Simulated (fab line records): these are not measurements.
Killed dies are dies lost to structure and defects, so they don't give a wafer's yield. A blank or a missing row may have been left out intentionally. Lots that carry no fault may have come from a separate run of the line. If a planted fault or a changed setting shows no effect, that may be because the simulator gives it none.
2 desks, one fault -- flow sky130 -- numbers are kept per desk, each desk with only its own; the story behind them comes last

DESK OF THE TOOL OWNER: litho track-02
The tool's own readings at SKY_RES_XHIGH_COAT_02 (resist thk 1140 nm): means of the sampled wafers that have a number, for each lot that ran on this tool. The brackets show how far a lot's mean lies from the usual mean; more than 4 standard deviations puts the lot out of limits, marked OUT.
Columns: A = spin speed rpm at SKY_RES_XHIGH_COAT_02, usual 2999.9 rpm
lot,first seen here,A
L107,day 26 06:07,3001.0
L116,day 29 20:59,2999.6
L118,day 30 09:17,3001.7
L119,day 30 17:11,3000.9
L120,day 30 23:13,2999.7
L126,day 32 16:35,3001.3
L128,day 33 11:23,2999.8
This desk's finding: nothing out of limits on any of the 7 lots.

THE METROLOGY DESK
Means of the sampled wafers that have a number, per lot and without regard to the tool the lot ran on: this is what the gauges read. The brackets show how far a lot's mean lies from the usual mean; more than 4 standard deviations puts the lot out of limits, marked OUT.
Columns: A = cd nm at SKY_POLY_CUT_CD_MEAS_08, usual 270.0 nm
lot,first seen here,A
L107,day 24 08:49,268.8
L113,day 26 17:29,269.1
L114,day 26 23:37,270.4
L116,day 28 02:16,270.3
L118,day 28 15:26,268.4
L119,day 28 22:59,268.1
L120,day 29 05:49,270.0
L121,day 29 14:27,272.5
L124,day 30 13:53,268.9
L126,day 31 00:23,271.1
L128,day 31 19:01,267.6
L129,day 32 00:26,270.0
This desk's finding: nothing out of limits on any of the 12 lots.

TAKEN TOGETHER
The desk of the tool owner found nothing out of limits.
From the metrology desk's view, nothing was out of limits.

WHAT HAD BEEN PUT IN BY THE SIMULATOR
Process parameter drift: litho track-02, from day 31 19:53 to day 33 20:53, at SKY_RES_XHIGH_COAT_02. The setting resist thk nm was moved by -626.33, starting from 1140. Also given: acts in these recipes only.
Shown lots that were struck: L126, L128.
